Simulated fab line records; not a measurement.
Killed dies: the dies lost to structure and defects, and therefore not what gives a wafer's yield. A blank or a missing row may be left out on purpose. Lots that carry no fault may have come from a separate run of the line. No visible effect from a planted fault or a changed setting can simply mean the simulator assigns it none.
A struck lot beside a sound one ; flow sky130 ; 15 steps out of a route of 708
Sound: these wafers, L675.2, L675.3, L675.4. Struck: wafer L668.6. (L668.3, L668.5 of the same lot were not struck and are left out.) The cause comes at the end.
Order at every step that has rows: each side's tool, ch and its chambers, its first start. Under that, the readings that differ: sound wafers ; struck wafers ; difference of the means ; sigmas: that difference in standard deviations of wafers without a fault.
alike: a reading whose means differ by less than 2 such deviations, as well as words and numbers matching on both sides. not compared: withheld readings; readings where some wafer has no value; bounds like >300 that might hide an equal value; numbers whose values overlap and for which the record gives no deviation.
The two part at a step that has a row with sigmas, a row that says differs or no value, or rows on one side only. Non-overlapping numbers with no deviation appear without sigmas and do not part them. Lack of a reading on every wafer of one side parts them only where that side has two or more wafers.

SKY_LOCAL_INTERCONNECT_THK_MEAS_02: measures by xrf.
  sound on film-metro-04, day 33 20:56; struck on film-metro-02, day 32 10:32
reading;sound;struck;difference;sigmas
LOCAL_INTERCONNECT_TIN_THK (nm);98.5 99.5 100.7;103.5;+3.9;+2
then, 8 steps without rows for these wafers: SKY_LOCAL_INTERCONNECT_DEHYDRATE_03 (time 60 s); SKY_LOCAL_INTERCONNECT_HMDS_04 (prime time 60 s); SKY_LOCAL_INTERCONNECT_COAT_05 (resist thk 60 nm); SKY_LOCAL_INTERCONNECT_COAT_06 (resist thk 450 nm); SKY_LOCAL_INTERCONNECT_SOFTBAKE_07 (time 90 s); SKY_LOCAL_INTERCONNECT_EXPOSE_08 (exposes mask LI1M, target cd 170 nm); SKY_LOCAL_INTERCONNECT_PEB_09; SKY_LOCAL_INTERCONNECT_DEVELOP_10 (develop time 60 s).
SKY_LOCAL_INTERCONNECT_CD_MEAS_11: target cd 170 nm.
  sound on cd-sem-01, day 34 22:29; struck on cd-sem-02, day 33 12:22
  alike: cd-nm
SKY_LOCAL_INTERCONNECT_OVL_MEAS_12:
  sound on overlay-01, day 34 22:36; struck on overlay-01, day 33 12:27
  alike: LOCAL_INTERCONNECT_OVL
SKY_LOCAL_INTERCONNECT_ETCH_13: etches BARC in N2/H2, stops on SiO2, time 45.9 s, target depth 60 nm.
  sound on rie-metal-01 ch 0,1, day 34 22:38; struck on rie-metal-03 ch 1, day 33 12:30
reading;sound;struck;difference;sigmas
oes-product-au (a.u.);0.855 0.852 0.859;0.864;+0.009;+2
  alike: drypump-motor-current-A, rf-fwd-power-W, throttle-valve-pct
  not compared: rf-hours-counter-h
SKY_LOCAL_INTERCONNECT_METAL_ETCH_14: etches TiN in Cl2/BCl3, stops on PSG, target depth 110 nm, time 31.4 s.
  sound on rie-metal-01 ch 0,1, day 34 22:41; struck on rie-metal-03 ch 1, day 33 12:34
reading;sound;struck;difference;sigmas
oes-product-au (a.u.);0.921 0.925 0.930;0.882;-0.043;-5
model.etch.depth-nm (nm);96.02 97 98.28;89.56;-7.54;
model.LOCAL_INTERCONNECT.feature-depth-nm (nm);96.02 97 98.28;89.56;-7.54;
model.KrF-thick_of_LOCAL_INTERCONNECT_COAT_06.thk-nm (nm);353.3 348.8 353;357;+5;
  alike: drypump-motor-current-A, rf-fwd-power-W, throttle-valve-pct
  not compared: rf-hours-counter-h
SKY_LOCAL_INTERCONNECT_STRIP_15: strips in O2/N2.
  sound on plasma-asher-04 ch 0,1, day 34 22:44; struck on plasma-asher-01 ch 0, day 33 12:38
reading;sound;struck;difference;sigmas
strip-time-to-endpoint-s (s);4.776 4.726 4.766;4.808;+0.052;+2
  alike: drypump-motor-current-A, oes-product-au
  not compared: rf-hours-counter-h
then, 1 step without rows for these wafers: SKY_LOCAL_INTERCONNECT_STRIP_16 (strips in post etch residue remover, time 1200 s).

## WHERE THEY PART
Last at SKY_LOCAL_INTERCONNECT_STRIP_15 as far as this record goes, first at SKY_LOCAL_INTERCONNECT_THK_MEAS_02.

WHY: what the simulator had put in
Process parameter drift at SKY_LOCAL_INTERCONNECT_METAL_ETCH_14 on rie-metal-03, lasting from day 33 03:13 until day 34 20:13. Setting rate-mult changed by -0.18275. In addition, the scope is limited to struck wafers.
